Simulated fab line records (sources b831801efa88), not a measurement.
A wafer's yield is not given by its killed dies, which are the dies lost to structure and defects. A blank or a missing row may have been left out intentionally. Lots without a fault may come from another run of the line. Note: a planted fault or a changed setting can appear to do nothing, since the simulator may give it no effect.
fab line records / flow sfq_line
record: lots: 6 wafers: 18 last_day: 84
route steps=325 shown M1@58
lots untouched by any fault: they come from a run of this same line in which no faults occurred
start_h: hours from the record's first day to the start of the lot's first wafer shown / wait_h: time in hours since the lot's previous step / " repeats the value in the row above / L1.1+2: several wafers, shown together as one row / - either no value or no given start / * or withheld: withheld / < > ~ a bound
route shown NAME@n: a module of which the file shows steps, and the number in the route of the first / usual: average and standard deviation across the fault-free wafers / same: alike in all rows / chamber/n: place in a boat / sites: each site's reading / _std_site: their standard deviation / _edge_site: outer sites' mean less inner sites' / radius_mm: for every site, how far away it sits from the centre of the wafer / mask NAME#n: copy n / behind: the tool/chamber that last shaped the wafer / hold: what put the lot on hold/how long, in hours/how the hold closed / device: the n, p or np transistor that did not switch / end of line: at the end of the route, the tests of the same wafers / a step given without rows: its recipe and nothing more / killed: dies that structure and defects cost at the first sort, which is not the same as the wafer's yield / map: per-die view of a wafer (x killed, . not killed, _ where there is no die)
set.NAME: the setting as run; set.NAME@STEP: as run at that earlier step / model.NAME: the simulator's own value behind a step, which no gauge read
lots seen at some steps along the route; tables by step, rows by wafer
services: the hour from which a tool's chamber was out of use, counted from the record's first day as start_h (under 0 if before that day), plus the number of hours and why
== steps ==
step: SFQ_TRILAYER_M1_DEP_PRE_CLEAN_038
recipe: gas: Ar time_s: 22.5 bias_v: 250
step: SFQ_TRILAYER_M1_DEP_SPUTTER_037
recipe: material: Nb base_pressure_pa: 1.33e-06 chamber_pressure_pa: 0.1333 substrate_temp_c: 20 resputter_cathode_voltage_v: 400 target_thk_nm: 200 power_w: 2000 time_s: 133.3
usual: base_pressure_pa: 1.32e-06/1e-07 throttle_valve_pct: 29.9/0.8
lot.wafer=L241.1 tool=pvd_sputter-06 chamber=- start_h=409.48 wait_h=0.0 base_pressure_pa=1.46e-06 throttle_valve_pct=29.9
lot.wafer=L241.3 tool=pvd_sputter-06 chamber=- start_h=409.48 wait_h=0.0 base_pressure_pa=1.24e-06 throttle_valve_pct=29.5
lot.wafer=L241.6 tool=pvd_sputter-06 chamber=- start_h=409.48 wait_h=0.0 base_pressure_pa=1.37e-06 throttle_valve_pct=29.5
lot.wafer=L253.3 tool=pvd_sputter-05 chamber=- start_h=521.08 wait_h=0.0 base_pressure_pa=1.33e-06 throttle_valve_pct=29.5
lot.wafer=L253.5 tool=pvd_sputter-05 chamber=- start_h=521.08 wait_h=0.0 base_pressure_pa=1.3e-06 throttle_valve_pct=29.7
lot.wafer=L253.6 tool=pvd_sputter-05 chamber=- start_h=521.08 wait_h=0.0 base_pressure_pa=1.37e-06 throttle_valve_pct=29.8
lot.wafer=L256.1 tool=pvd_sputter-03 chamber=- start_h=571.63 wait_h=0.0 base_pressure_pa=1.25e-06 throttle_valve_pct=30.1
lot.wafer=L256.2 tool=pvd_sputter-03 chamber=- start_h=571.63 wait_h=0.0 base_pressure_pa=1.21e-06 throttle_valve_pct=31.2
lot.wafer=L256.6 tool=pvd_sputter-03 chamber=- start_h=571.63 wait_h=0.0 base_pressure_pa=1.27e-06 throttle_valve_pct=29.0
lot.wafer=L257.1 tool=pvd_sputter-05 chamber=- start_h=591.63 wait_h=0.0 base_pressure_pa=1.37e-06 throttle_valve_pct=30.1
lot.wafer=L257.4 tool=pvd_sputter-05 chamber=- start_h=591.63 wait_h=0.0 base_pressure_pa=1.4e-06 throttle_valve_pct=31.6
lot.wafer=L257.5 tool=pvd_sputter-05 chamber=- start_h=591.63 wait_h=0.0 base_pressure_pa=1.42e-06 throttle_valve_pct=29.8
lot.wafer=L258.1 tool=pvd_sputter-03 chamber=- start_h=594.25 wait_h=0.0 base_pressure_pa=8.9e-07 throttle_valve_pct=31.0
lot.wafer=L258.3 tool=pvd_sputter-03 chamber=- start_h=594.25 wait_h=0.0 base_pressure_pa=1.21e-06 throttle_valve_pct=29.5
lot.wafer=L258.5 tool=pvd_sputter-03 chamber=- start_h=594.25 wait_h=0.0 base_pressure_pa=1.27e-06 throttle_valve_pct=28.6
lot.wafer=L259.3 tool=pvd_sputter-05 chamber=- start_h=603.85 wait_h=0.0 base_pressure_pa=1.33e-06 throttle_valve_pct=31.6
lot.wafer=L259.4 tool=pvd_sputter-05 chamber=- start_h=603.85 wait_h=0.0 base_pressure_pa=1.32e-06 throttle_valve_pct=29.5
lot.wafer=L259.6 tool=pvd_sputter-05 chamber=- start_h=603.85 wait_h=0.0 base_pressure_pa=1.45e-06 throttle_valve_pct=31.8
step: SFQ_M1_RS_MEAS_909
recipe: thk_meas_gauge: four-point-probe reads: Nb_of_TRILAYER_M1_DEP_SPUTTER_037
usual: M1_NB_RS: 0.895/0.0094
lot.wafer=L241.1 tool=film_metro-03 chamber=- start_h=409.57 wait_h=0.0 M1_NB_RS[ohm/sq]=0.894
lot.wafer=L241.3 tool=film_metro-03 chamber=- start_h=409.57 wait_h=0.0 M1_NB_RS[ohm/sq]=0.891
lot.wafer=L241.6 tool=film_metro-03 chamber=- start_h=409.57 wait_h=0.0 M1_NB_RS[ohm/sq]=0.896
lot.wafer=L253.3 tool=film_metro-03 chamber=- start_h=521.21 wait_h=0.1 M1_NB_RS[ohm/sq]=0.896
lot.wafer=L253.5 tool=film_metro-03 chamber=- start_h=521.21 wait_h=0.1 M1_NB_RS[ohm/sq]=0.897
lot.wafer=L253.6 tool=film_metro-03 chamber=- start_h=521.21 wait_h=0.1 M1_NB_RS[ohm/sq]=0.894
lot.wafer=L256.1 tool=film_metro-03 chamber=- start_h=571.72 wait_h=0.0 M1_NB_RS[ohm/sq]=0.890
lot.wafer=L256.2 tool=film_metro-03 chamber=- start_h=571.72 wait_h=0.0 M1_NB_RS[ohm/sq]=0.891
lot.wafer=L256.6 tool=film_metro-03 chamber=- start_h=571.72 wait_h=0.0 M1_NB_RS[ohm/sq]=0.898
lot.wafer=L257.1 tool=film_metro-03 chamber=- start_h=591.72 wait_h=0.0 M1_NB_RS[ohm/sq]=0.890
lot.wafer=L257.4 tool=film_metro-03 chamber=- start_h=591.72 wait_h=0.0 M1_NB_RS[ohm/sq]=0.903
lot.wafer=L257.5 tool=film_metro-03 chamber=- start_h=591.72 wait_h=0.0 M1_NB_RS[ohm/sq]=0.887
lot.wafer=L258.1 tool=film_metro-04 chamber=- start_h=594.34 wait_h=0.0 M1_NB_RS[ohm/sq]=0.878
lot.wafer=L258.3 tool=film_metro-04 chamber=- start_h=594.34 wait_h=0.0 M1_NB_RS[ohm/sq]=0.879
lot.wafer=L258.5 tool=film_metro-04 chamber=- start_h=594.34 wait_h=0.0 M1_NB_RS[ohm/sq]=0.889
lot.wafer=L259.3 tool=film_metro-03 chamber=- start_h=603.98 wait_h=0.1 M1_NB_RS[ohm/sq]=0.897
lot.wafer=L259.4 tool=film_metro-03 chamber=- start_h=603.98 wait_h=0.1 M1_NB_RS[ohm/sq]=0.884
lot.wafer=L259.6 tool=film_metro-03 chamber=- start_h=603.98 wait_h=0.1 M1_NB_RS[ohm/sq]=0.893
step: SFQ_TRILAYER_M1_LITHO_COAT_044
recipe: resist: BARC spin_rpm: 3000 resist_thk_nm: 62
step: SFQ_TRILAYER_M1_LITHO_COAT_039
recipe: resist: KrF spin_rpm: 3000 resist_thk_nm: 600
step: SFQ_TRILAYER_M1_LITHO_SOFTBAKE_043
recipe: temp_c: withheld time_s: withheld resist: KrF
step: SFQ_TRILAYER_M1_LITHO_EXPOSE_040
recipe: mask_id: M1 na: 0.6 source_shape: conventional sigma_outer: 0.65 target_cd_nm: 500 dose_mj: 14.4
step: SFQ_TRILAYER_M1_LITHO_PEB_042
recipe: peb_temp_c: 115 peb_time_s: 60 resist: KrF
step: SFQ_TRILAYER_M1_LITHO_DEVELOP_041
recipe: time_s: 60 resist: KrF
step: SFQ_M1_OVL_MEAS_911
usual: M1_OVL: 0/6.3
lot.wafer=L241.1 tool=overlay-02 chamber=- start_h=565.24 wait_h=0.1 M1_OVL[nm]=9
lot.wafer=L241.3 tool=overlay-02 chamber=- start_h=565.24 wait_h=0.1 M1_OVL[nm]=8
lot.wafer=L241.6 tool=overlay-02 chamber=- start_h=565.24 wait_h=0.1 M1_OVL[nm]=8
lot.wafer=L253.3 tool=overlay-02 chamber=- start_h=662.59 wait_h=0.1 M1_OVL[nm]=-8
lot.wafer=L253.5 tool=overlay-02 chamber=- start_h=662.59 wait_h=0.1 M1_OVL[nm]=-3
lot.wafer=L253.6 tool=overlay-02 chamber=- start_h=662.59 wait_h=0.1 M1_OVL[nm]=1
lot.wafer=L256.1 tool=overlay-01 chamber=- start_h=704.43 wait_h=0.1 M1_OVL[nm]=3
lot.wafer=L256.2 tool=overlay-01 chamber=- start_h=704.43 wait_h=0.1 M1_OVL[nm]=-12
lot.wafer=L256.6 tool=overlay-01 chamber=- start_h=704.43 wait_h=0.1 M1_OVL[nm]=4
lot.wafer=L257.1 tool=overlay-02 chamber=- start_h=716.76 wait_h=0.1 M1_OVL[nm]=3
lot.wafer=L257.4 tool=overlay-02 chamber=- start_h=716.76 wait_h=0.1 M1_OVL[nm]=-10
lot.wafer=L257.5 tool=overlay-02 chamber=- start_h=716.76 wait_h=0.1 M1_OVL[nm]=2
lot.wafer=L258.1 tool=overlay-01 chamber=- start_h=717.96 wait_h=0.1 M1_OVL[nm]=-8
lot.wafer=L258.3 tool=overlay-01 chamber=- start_h=717.96 wait_h=0.1 M1_OVL[nm]=-15
lot.wafer=L258.5 tool=overlay-01 chamber=- start_h=717.96 wait_h=0.1 M1_OVL[nm]=-3
lot.wafer=L259.3 tool=overlay-02 chamber=- start_h=726.37 wait_h=0.1 M1_OVL[nm]=-2
lot.wafer=L259.4 tool=overlay-02 chamber=- start_h=726.37 wait_h=0.1 M1_OVL[nm]=8
lot.wafer=L259.6 tool=overlay-02 chamber=- start_h=726.37 wait_h=0.1 M1_OVL[nm]=12
step: SFQ_TRILAYER_M1_BARC_OPEN_METAL_ETCH_054
recipe: mask_material: PR chemistry: O2 target_depth_nm: 125 target: BARC icp_w: 600 bias_w: 80 pressure_mtorr: 10 time_s: 41.7
usual: drypump_motor_current_A: 5.8/0.38 oes_product_au: 0.685/0.0053 run_length_s: 69.8/0.46
lot.wafer=L241.1 tool=rie_metal-02 chamber=0 start_h=565.27 wait_h=0.0 drypump_motor_current_A=5.6 oes_product_au=0.690 rf_hours_counter_h=13 run_length_s=70.2
lot.wafer=L241.3 tool=rie_metal-02 chamber=0 start_h=565.27 wait_h=0.0 drypump_motor_current_A=5.6 oes_product_au=0.686 rf_hours_counter_h=- run_length_s=69.8
lot.wafer=L241.6 tool=rie_metal-02 chamber=1 start_h=565.27 wait_h=0.0 drypump_motor_current_A=6.5 oes_product_au=0.684 rf_hours_counter_h=- run_length_s=69.7
lot.wafer=L253.3 tool=rie_metal-02 chamber=0 start_h=662.64 wait_h=0.0 drypump_motor_current_A=5.6 oes_product_au=0.684 rf_hours_counter_h=- run_length_s=70.3
lot.wafer=L253.5 tool=rie_metal-02 chamber=0 start_h=662.64 wait_h=0.0 drypump_motor_current_A=5.6 oes_product_au=0.683 rf_hours_counter_h=- run_length_s=70.3
lot.wafer=L253.6 tool=rie_metal-02 chamber=1 start_h=662.64 wait_h=0.0 drypump_motor_current_A=6.5 oes_product_au=0.691 rf_hours_counter_h=- run_length_s=70.0
lot.wafer=L256.1 tool=rie_metal-02 chamber=1 start_h=704.47 wait_h=0.0 drypump_motor_current_A=6.5 oes_product_au=0.674 rf_hours_counter_h=59 run_length_s=69.7
lot.wafer=L256.2 tool=rie_metal-02 chamber=0 start_h=704.47 wait_h=0.0 drypump_motor_current_A=5.6 oes_product_au=0.676 rf_hours_counter_h=34 run_length_s=69.9
lot.wafer=L256.6 tool=rie_metal-02 chamber=1 start_h=704.47 wait_h=0.0 drypump_motor_current_A=6.5 oes_product_au=0.680 rf_hours_counter_h=- run_length_s=69.4
lot.wafer=L257.1 tool=rie_metal-02 chamber=1 start_h=716.79 wait_h=0.0 drypump_motor_current_A=6.5 oes_product_au=0.683 rf_hours_counter_h=61 run_length_s=69.6
lot.wafer=L257.4 tool=rie_metal-02 chamber=0 start_h=716.79 wait_h=0.0 drypump_motor_current_A=5.6 oes_product_au=0.686 rf_hours_counter_h=- run_length_s=70.5
lot.wafer=L257.5 tool=rie_metal-02 chamber=1 start_h=716.79 wait_h=0.0 drypump_motor_current_A=6.5 oes_product_au=0.692 rf_hours_counter_h=- run_length_s=69.2
lot.wafer=L258.1 tool=rie_metal-04 chamber=1 start_h=717.99 wait_h=0.0 drypump_motor_current_A=5.4 oes_product_au=0.685 rf_hours_counter_h=28 run_length_s=70.2
lot.wafer=L258.3 tool=rie_metal-04 chamber=1 start_h=717.99 wait_h=0.0 drypump_motor_current_A=5.4 oes_product_au=0.683 rf_hours_counter_h=- run_length_s=69.9
lot.wafer=L258.5 tool=rie_metal-04 chamber=0 start_h=717.99 wait_h=0.0 drypump_motor_current_A=5.9 oes_product_au=0.686 rf_hours_counter_h=- run_length_s=70.9
lot.wafer=L259.3 tool=rie_metal-02 chamber=1 start_h=726.41 wait_h=0.0 drypump_motor_current_A=6.5 oes_product_au=0.683 rf_hours_counter_h=- run_length_s=69.7
lot.wafer=L259.4 tool=rie_metal-02 chamber=0 start_h=726.41 wait_h=0.0 drypump_motor_current_A=5.5 oes_product_au=0.686 rf_hours_counter_h=- run_length_s=70.1
lot.wafer=L259.6 tool=rie_metal-02 chamber=1 start_h=726.41 wait_h=0.0 drypump_motor_current_A=6.5 oes_product_au=0.693 rf_hours_counter_h=- run_length_s=69.4
step: SFQ_TRILAYER_M1_ETCH_METAL_ETCH_042
recipe: target: Nb stop_on: SiO2 mask_material: PR chemistry: Cl2/Ar target_depth_nm: 240 icp_w: 600 bias_w: 80 pressure_mtorr: 10 time_s: 120
usual: drypump_motor_current_A: 5.8/0.38 oes_product_au: 0.891/0.0072 run_length_s: 148.1/0.45
lot.wafer=L241.1 tool=rie_metal-02 chamber=0 start_h=565.33 wait_h=0.0 drypump_motor_current_A=5.6 oes_product_au=0.891 rf_hours_counter_h=13 run_length_s=148.1 model.KrF_of_TRILAYER_M1_LITHO_COAT_039.thk_nm=382.2 model.SiO2_of_TRILAYER_I0_DEP_PECVD_027.thk_nm=192.5 model.M1.feature_depth_nm=198.9
lot.wafer=L241.3 tool=rie_metal-02 chamber=0 start_h=565.33 wait_h=0.0 drypump_motor_current_A=5.6 oes_product_au=0.897 rf_hours_counter_h=- run_length_s=148.3 model.KrF_of_TRILAYER_M1_LITHO_COAT_039.thk_nm=380.4 model.SiO2_of_TRILAYER_I0_DEP_PECVD_027.thk_nm=191.3 model.M1.feature_depth_nm=199.8
lot.wafer=L241.6 tool=rie_metal-02 chamber=1 start_h=565.33 wait_h=0.0 drypump_motor_current_A=6.5 oes_product_au=0.890 rf_hours_counter_h=- run_length_s=148.0 model.KrF_of_TRILAYER_M1_LITHO_COAT_039.thk_nm=381 model.SiO2_of_TRILAYER_I0_DEP_PECVD_027.thk_nm=192.5 model.M1.feature_depth_nm=199.1
lot.wafer=L253.3 tool=rie_metal-02 chamber=0 start_h=662.72 wait_h=0.1 drypump_motor_current_A=5.6 oes_product_au=0.891 rf_hours_counter_h=- run_length_s=148.5 model.KrF_of_TRILAYER_M1_LITHO_COAT_039.thk_nm=381.3 model.SiO2_of_TRILAYER_I0_DEP_PECVD_027.thk_nm=193.1 model.M1.feature_depth_nm=198.9
lot.wafer=L253.5 tool=rie_metal-02 chamber=0 start_h=662.72 wait_h=0.1 drypump_motor_current_A=5.6 oes_product_au=0.888 rf_hours_counter_h=- run_length_s=148.1 model.KrF_of_TRILAYER_M1_LITHO_COAT_039.thk_nm=383 model.SiO2_of_TRILAYER_I0_DEP_PECVD_027.thk_nm=193.8 model.M1.feature_depth_nm=198.2
lot.wafer=L253.6 tool=rie_metal-02 chamber=1 start_h=662.72 wait_h=0.1 drypump_motor_current_A=6.5 oes_product_au=0.888 rf_hours_counter_h=- run_length_s=147.8 model.KrF_of_TRILAYER_M1_LITHO_COAT_039.thk_nm=383.8 model.SiO2_of_TRILAYER_I0_DEP_PECVD_027.thk_nm=193.5 model.M1.feature_depth_nm=198.8
lot.wafer=L256.1 tool=rie_metal-02 chamber=1 start_h=704.53 wait_h=0.0 drypump_motor_current_A=6.5 oes_product_au=0.892 rf_hours_counter_h=59 run_length_s=147.7 model.KrF_of_TRILAYER_M1_LITHO_COAT_039.thk_nm=383.9 model.SiO2_of_TRILAYER_I0_DEP_PECVD_027.thk_nm=191 model.M1.feature_depth_nm=200.6
lot.wafer=L256.2 tool=rie_metal-02 chamber=0 start_h=704.53 wait_h=0.0 drypump_motor_current_A=5.6 oes_product_au=0.901 rf_hours_counter_h=34 run_length_s=148.3 model.KrF_of_TRILAYER_M1_LITHO_COAT_039.thk_nm=385 model.SiO2_of_TRILAYER_I0_DEP_PECVD_027.thk_nm=192 model.M1.feature_depth_nm=200.2
lot.wafer=L256.6 tool=rie_metal-02 chamber=1 start_h=704.53 wait_h=0.0 drypump_motor_current_A=6.5 oes_product_au=0.893 rf_hours_counter_h=- run_length_s=147.8 model.KrF_of_TRILAYER_M1_LITHO_COAT_039.thk_nm=384.1 model.SiO2_of_TRILAYER_I0_DEP_PECVD_027.thk_nm=193.3 model.M1.feature_depth_nm=198.6
lot.wafer=L257.1 tool=rie_metal-02 chamber=1 start_h=716.85 wait_h=0.0 drypump_motor_current_A=6.5 oes_product_au=0.819 rf_hours_counter_h=61 run_length_s=164.0 model.KrF_of_TRILAYER_M1_LITHO_COAT_039.thk_nm=363.5 model.SiO2_of_TRILAYER_I0_DEP_PECVD_027.thk_nm=188.3 model.M1.feature_depth_nm=203.4
lot.wafer=L257.4 tool=rie_metal-02 chamber=0 start_h=716.85 wait_h=0.0 drypump_motor_current_A=5.6 oes_product_au=0.890 rf_hours_counter_h=- run_length_s=148.2 model.KrF_of_TRILAYER_M1_LITHO_COAT_039.thk_nm=385.3 model.SiO2_of_TRILAYER_I0_DEP_PECVD_027.thk_nm=190.1 model.M1.feature_depth_nm=197.4
lot.wafer=L257.5 tool=rie_metal-02 chamber=1 start_h=716.85 wait_h=0.0 drypump_motor_current_A=6.5 oes_product_au=0.824 rf_hours_counter_h=- run_length_s=164.4 model.KrF_of_TRILAYER_M1_LITHO_COAT_039.thk_nm=361.9 model.SiO2_of_TRILAYER_I0_DEP_PECVD_027.thk_nm=186.6 model.M1.feature_depth_nm=204
lot.wafer=L258.1 tool=rie_metal-04 chamber=1 start_h=718.05 wait_h=0.0 drypump_motor_current_A=5.4 oes_product_au=0.897 rf_hours_counter_h=28 run_length_s=148.0 model.KrF_of_TRILAYER_M1_LITHO_COAT_039.thk_nm=376.8 model.SiO2_of_TRILAYER_I0_DEP_PECVD_027.thk_nm=194.2 model.M1.feature_depth_nm=202.5
lot.wafer=L258.3 tool=rie_metal-04 chamber=1 start_h=718.05 wait_h=0.0 drypump_motor_current_A=5.4 oes_product_au=0.902 rf_hours_counter_h=- run_length_s=148.0 model.KrF_of_TRILAYER_M1_LITHO_COAT_039.thk_nm=378.7 model.SiO2_of_TRILAYER_I0_DEP_PECVD_027.thk_nm=195.2 model.M1.feature_depth_nm=202.7
lot.wafer=L258.5 tool=rie_metal-04 chamber=0 start_h=718.05 wait_h=0.0 drypump_motor_current_A=5.9 oes_product_au=0.885 rf_hours_counter_h=- run_length_s=149.0 model.KrF_of_TRILAYER_M1_LITHO_COAT_039.thk_nm=382.8 model.SiO2_of_TRILAYER_I0_DEP_PECVD_027.thk_nm=194.1 model.M1.feature_depth_nm=200.2
lot.wafer=L259.3 tool=rie_metal-02 chamber=1 start_h=726.49 wait_h=0.1 drypump_motor_current_A=6.5 oes_product_au=0.828 rf_hours_counter_h=- run_length_s=164.0 model.KrF_of_TRILAYER_M1_LITHO_COAT_039.thk_nm=362.7 model.SiO2_of_TRILAYER_I0_DEP_PECVD_027.thk_nm=190.7 model.M1.feature_depth_nm=201.9
lot.wafer=L259.4 tool=rie_metal-02 chamber=0 start_h=726.49 wait_h=0.1 drypump_motor_current_A=5.6 oes_product_au=0.902 rf_hours_counter_h=- run_length_s=148.1 model.KrF_of_TRILAYER_M1_LITHO_COAT_039.thk_nm=384.6 model.SiO2_of_TRILAYER_I0_DEP_PECVD_027.thk_nm=193.5 model.M1.feature_depth_nm=201.6
lot.wafer=L259.6 tool=rie_metal-02 chamber=1 start_h=726.49 wait_h=0.1 drypump_motor_current_A=6.5 oes_product_au=0.836 rf_hours_counter_h=- run_length_s=164.2 model.KrF_of_TRILAYER_M1_LITHO_COAT_039.thk_nm=363.7 model.SiO2_of_TRILAYER_I0_DEP_PECVD_027.thk_nm=190.9 model.M1.feature_depth_nm=202.9
step: SFQ_TRILAYER_M1_STRIP_STRIP_043
recipe: gas: O2 power_w: 200 platen_temp_c: 40 overash_fraction: 0.65 chemistry: O2 pressure_mtorr: 50
usual: drypump_motor_current_A: 5.8/0.38 oes_product_au: 0.999/0.008
lot.wafer=L241.1 tool=rie_metal-02 chamber=0 start_h=565.46 wait_h=0.1 drypump_motor_current_A=5.6 oes_product_au=0.997 rf_hours_counter_h=13
lot.wafer=L241.3 tool=rie_metal-02 chamber=0 start_h=565.46 wait_h=0.1 drypump_motor_current_A=5.6 oes_product_au=1.001 rf_hours_counter_h=-
lot.wafer=L241.6 tool=rie_metal-02 chamber=1 start_h=565.46 wait_h=0.1 drypump_motor_current_A=6.5 oes_product_au=0.996 rf_hours_counter_h=-
lot.wafer=L253.3 tool=rie_metal-02 chamber=0 start_h=663.00 wait_h=0.2 drypump_motor_current_A=5.6 oes_product_au=0.990 rf_hours_counter_h=-
lot.wafer=L253.5 tool=rie_metal-02 chamber=0 start_h=663.00 wait_h=0.2 drypump_motor_current_A=5.6 oes_product_au=1.003 rf_hours_counter_h=-
lot.wafer=L253.6 tool=rie_metal-02 chamber=1 start_h=663.00 wait_h=0.2 drypump_motor_current_A=6.5 oes_product_au=0.998 rf_hours_counter_h=-
lot.wafer=L256.1 tool=rie_metal-02 chamber=1 start_h=704.65 wait_h=0.1 drypump_motor_current_A=6.5 oes_product_au=1.003 rf_hours_counter_h=59
lot.wafer=L256.2 tool=rie_metal-02 chamber=0 start_h=704.65 wait_h=0.1 drypump_motor_current_A=5.6 oes_product_au=0.983 rf_hours_counter_h=34
lot.wafer=L256.6 tool=rie_metal-02 chamber=1 start_h=704.65 wait_h=0.1 drypump_motor_current_A=6.5 oes_product_au=1.001 rf_hours_counter_h=-
lot.wafer=L257.1 tool=rie_metal-02 chamber=1 start_h=716.98 wait_h=0.1 drypump_motor_current_A=6.5 oes_product_au=0.996 rf_hours_counter_h=61
lot.wafer=L257.4 tool=rie_metal-02 chamber=0 start_h=716.98 wait_h=0.1 drypump_motor_current_A=5.6 oes_product_au=0.988 rf_hours_counter_h=-
lot.wafer=L257.5 tool=rie_metal-02 chamber=1 start_h=716.98 wait_h=0.1 drypump_motor_current_A=6.5 oes_product_au=0.997 rf_hours_counter_h=-
lot.wafer=L258.1 tool=rie_metal-04 chamber=1 start_h=718.18 wait_h=0.1 drypump_motor_current_A=5.4 oes_product_au=1.008 rf_hours_counter_h=28
lot.wafer=L258.3 tool=rie_metal-04 chamber=1 start_h=718.18 wait_h=0.1 drypump_motor_current_A=5.4 oes_product_au=1.011 rf_hours_counter_h=-
lot.wafer=L258.5 tool=rie_metal-04 chamber=0 start_h=718.18 wait_h=0.1 drypump_motor_current_A=5.9 oes_product_au=0.996 rf_hours_counter_h=-
lot.wafer=L259.3 tool=rie_metal-02 chamber=1 start_h=726.78 wait_h=0.2 drypump_motor_current_A=6.5 oes_product_au=0.988 rf_hours_counter_h=-
lot.wafer=L259.4 tool=rie_metal-02 chamber=0 start_h=726.78 wait_h=0.2 drypump_motor_current_A=5.6 oes_product_au=1.005 rf_hours_counter_h=-
lot.wafer=L259.6 tool=rie_metal-02 chamber=1 start_h=726.78 wait_h=0.2 drypump_motor_current_A=6.5 oes_product_au=0.989 rf_hours_counter_h=-
== services ==
tool=rie_metal-02 chamber=0 start_h=417.47 hours=- kind=clean
tool=rie_metal-02 chamber=0 start_h=417.47 hours=14.4 kind=scheduled_down
tool=rie_metal-02 chamber=0 start_h=417.47 hours=14.4 kind=vent_cycle
tool=pvd_sputter-06 chamber=- start_h=430.60 hours=8.9 kind=repair
tool=pvd_sputter-03 chamber=- start_h=457.10 hours=1.5 kind=repair
tool=rie_metal-04 chamber=0 start_h=457.82 hours=6.0 kind=repair
tool=rie_metal-04 chamber=1 start_h=458.97 hours=20.1 kind=repair
tool=pvd_sputter-05 chamber=- start_h=466.76 hours=2.5 kind=repair
tool=pvd_sputter-03 chamber=- start_h=472.38 hours=1.8 kind=repair
tool=pvd_sputter-05 chamber=- start_h=477.67 hours=3.8 kind=repair
tool=pvd_sputter-03 chamber=- start_h=495.54 hours=6.2 kind=repair
tool=pvd_sputter-05 chamber=1 start_h=518.75 hours=- kind=consumable_replace:kit
tool=pvd_sputter-05 chamber=1 start_h=518.75 hours=18.0 kind=scheduled_down
tool=pvd_sputter-05 chamber=1 start_h=518.75 hours=18.0 kind=vent_cycle
tool=rie_metal-04 chamber=1 start_h=522.55 hours=- kind=clean
tool=rie_metal-04 chamber=1 start_h=522.55 hours=29.5 kind=scheduled_down
tool=rie_metal-04 chamber=1 start_h=522.55 hours=29.5 kind=vent_cycle
tool=rie_metal-04 chamber=0 start_h=543.92 hours=37.1 kind=repair
tool=pvd_sputter-03 chamber=2 start_h=602.44 hours=- kind=consumable_replace:kit
tool=pvd_sputter-03 chamber=2 start_h=602.44 hours=18.0 kind=scheduled_down
tool=pvd_sputter-03 chamber=2 start_h=602.44 hours=18.0 kind=vent_cycle
tool=pvd_sputter-03 chamber=- start_h=608.58 hours=0.5 kind=repair
tool=pvd_sputter-03 chamber=- start_h=610.44 hours=3.4 kind=repair
tool=pvd_sputter-06 chamber=- start_h=617.46 hours=5.3 kind=repair
== key ==
first_sign: step: SFQ_TRILAYER_M1_ETCH_METAL_ETCH_042 reading: run_length_s direction: up sigmas: 35 usual: * struck: *
effect: step: SFQ_TRILAYER_M1_ETCH_METAL_ETCH_042 reading: oes_product_au direction: down sigmas: 8.9 usual: 0.891 struck: 0.827
model_effect: step: SFQ_TRILAYER_M1_ETCH_METAL_ETCH_042 value: KrF_of_TRILAYER_M1_LITHO_COAT_039.thk_nm without: 382.1 struck: 362.9
met_at SFQ_TRILAYER_M1_ETCH_METAL_ETCH_042
struck_wafers L257.1,L257.5,L259.3,L259.6
onset_between 704.53 716.85
fault: kind: process_parameter_drift tool: rie_metal-02 chamber: 1 onset_h: 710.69 steps: SFQ_TRILAYER_M1_ETCH_METAL_ETCH_042 channel: time_s offset: * shape: step end_h: 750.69 acts_in: * stated: *
